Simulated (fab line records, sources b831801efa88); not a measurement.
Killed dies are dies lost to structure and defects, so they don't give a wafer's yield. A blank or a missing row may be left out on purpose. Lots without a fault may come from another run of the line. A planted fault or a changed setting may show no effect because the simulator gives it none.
Which tool did it? | flow sky130 | 14 lots, 42 wafers sampled, at 2 steps of a route of 708

WHAT THE GAUGES READ, wafer by wafer
The record holds no reading of a measuring or inspecting step that can be judged against a usual standard deviation.

WHICH TOOL RAN EACH LOT (tool, then ch and the chambers of the sampled wafers, then the start)
lot  | SKY_CONTACT_COAT_09               | SKY_CONTACT_STRIP_19
L397 | litho_track-04 ch 0, day 31 03:00 | plasma_asher-04 ch 0,1, day 31 17:22
L396 | litho_track-02 ch 0, day 31 04:00 | plasma_asher-02 ch 0, day 31 18:43
L401 | litho_track-02 ch 0, day 32 17:00 | plasma_asher-01 ch 0,1, day 33 07:06
L404 | litho_track-03 ch 0, day 33 20:00 | plasma_asher-01 ch 0,1, day 34 10:58
L405 | litho_track-03 ch 0, day 34 07:00 | plasma_asher-01 ch 0,1, day 34 20:24
L407 | litho_track-03 ch 0, day 34 12:00 | plasma_asher-02 ch 1, day 35 01:21
L410 | litho_track-03 ch 0, day 35 09:00 | plasma_asher-04 ch 1, day 35 23:04
L411 | litho_track-02 ch 0, day 35 20:00 | plasma_asher-02 ch 0,1, day 36 10:33
L412 | litho_track-02 ch 0, day 36 02:00 | plasma_asher-02 ch 0,1, day 36 16:31
L414 | litho_track-02 ch 0, day 36 21:00 | plasma_asher-01 ch 1, day 37 11:37
L416 | litho_track-02 ch 0, day 37 08:00 | plasma_asher-02 ch 0,1, day 37 22:46
L417 | litho_track-03 ch 0, day 37 15:00 | plasma_asher-01 ch 0,1, day 38 04:48
L418 | litho_track-04 ch 0, day 37 16:00 | plasma_asher-04 ch 1, day 38 05:46
L419 | litho_track-04 ch 0, day 38 02:00 | plasma_asher-02 ch 0,1, day 38 16:03
- SKY_CONTACT_COAT_09: resist thk 450 nm.
- SKY_CONTACT_STRIP_19: strips in O2/N2.

WHAT THE TOOLS THEMSELVES READ (means of the sampled wafers that have a number; where no wafer has one, the mark that the record gives instead)
SKY_CONTACT_STRIP_19.
lot  | tool            | drypump_motor_current_A (A) | o2_flow_sccm (sccm) | oes_product_au (a.u.) | strip_time_to_endpoint_s (s)
L397 | plasma_asher-04 | 6.5                         | 2999                | 0.381                 | 3.64
L396 | plasma_asher-02 | 5.0                         | 2995                | 0.382                 | 3.64
L401 | plasma_asher-01 | 5.7                         | 2999                | 0.383                 | 3.63
L404 | plasma_asher-01 | 5.7                         | 3001                | 0.381                 | 3.65
L405 | plasma_asher-01 | 5.7                         | 3002                | 0.378                 | 3.60
L407 | plasma_asher-02 | 5.6                         | 3004                | 0.401                 | 4.12
L410 | plasma_asher-04 | 6.6                         | 3012                | 0.399                 | 4.15
L411 | plasma_asher-02 | 5.4                         | 3002                | 0.381                 | 3.62
L412 | plasma_asher-02 | 5.2                         | 2995                | 0.380                 | 3.64
L414 | plasma_asher-01 | 5.4                         | 3002                | 0.383                 | 3.68
L416 | plasma_asher-02 | 5.4                         | 3003                | 0.378                 | 3.64
L417 | plasma_asher-01 | 5.7                         | 3001                | 0.377                 | 3.67
L418 | plasma_asher-04 | 6.6                         | 3001                | 0.383                 | 3.62
L419 | plasma_asher-02 | 5.2                         | 3001                | 0.384                 | 3.67

THE ANSWER, worked out from the rows above alone
Rule: what is usual is taken from the lots themselves. Put in order of their means at a reading, lots are off if they are a third of the lots or fewer, leave a main group of 4 or more, and stand apart from it by a gap of 3 or more times the standard deviation of the main group's means; of several such gaps the widest counts. A main group whose means are all the same, to the digits that the tables above print for the reading, isn't used. A lot without any number at a reading at which 4 lots or more have one is off too. The other lots that the step has rows for count as sound. The gauges are gone through in route order, then the tools' own readings, and for those a lot's mean is taken as printed above. The first step at which some lot is off is used, and at that step the reading that is off furthest; a lot without a number counts as furthest.
Off: L407, L410, at SKY_CONTACT_STRIP_19 (strip_time_to_endpoint_s). The main group: mean 3.64 s, standard deviation 0.022.
A tool fits if, at that step or a process step before it, it ran every lot that is off, and no sound lot after the first of them. None of those tried fits.

WHAT THE SIMULATOR HAD PUT IN
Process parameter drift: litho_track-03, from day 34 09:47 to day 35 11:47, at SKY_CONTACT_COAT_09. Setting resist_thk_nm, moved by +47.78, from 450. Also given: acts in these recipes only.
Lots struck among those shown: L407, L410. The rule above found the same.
